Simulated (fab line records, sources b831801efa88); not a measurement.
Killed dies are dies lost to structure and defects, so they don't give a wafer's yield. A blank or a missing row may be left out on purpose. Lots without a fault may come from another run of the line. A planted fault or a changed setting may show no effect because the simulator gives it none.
Chamber matching | flow sky130 | SKY_VIA4_CMP_21 on cmp-02: 4 sister chambers
The step polishes, stops on SiO2, t overpolish 25 s, target thk 0 nm. 4 wafers are shown with their chamber, then 7 later ones without.

WAFERS WITH THEIR CHAMBER
wafer  | chamber | motor_current_A (A)
L754.1 | 2       | 9.9
L754.4 | 1       | 11.0
L756.1 | 0       | 12.6
L756.3 | 3       | 8.9

WAFERS WITHOUT THEIR CHAMBER
wafer  | motor_current_A (A)
L756.6 | 11.8
L759.2 | 10.3
L759.3 | 11.8
L759.6 | 12.4
L760.1 | 9.9
L760.3 | 10.9
L760.5 | 8.8

WHICH CHAMBER EACH WENT THROUGH
wafer  | from the rows above     | in truth
L756.6 | can't be placed: 0 or 1 | 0
L759.2 | can't be placed: 2 or 1 | 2
L759.3 | can't be placed: 0 or 1 | 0
L759.6 | 0                       | 0
L760.1 | 2                       | 2
L760.3 | can't be placed: 1 or 2 | 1
L760.5 | 3                       | 3
Placed correctly: 3 of 7. Can't be placed from these rows: 4 (the true chamber is among the candidates in 4). Placed wrongly: 0.
How it was worked out, from the rows above alone: a wafer's distance from a chamber is the root of the sum, over the readings, of the square of ((its reading less the chamber's mean) divided by the reading's scatter). The wafer belongs to the nearest chamber; if the next one is less than 2 further off, it can't be placed. A chamber's mean is the mean of its shown wafers. The scatter: with one shown wafer a chamber, the root of the mean of the squares of how far each hidden wafer lies from its nearest shown one.
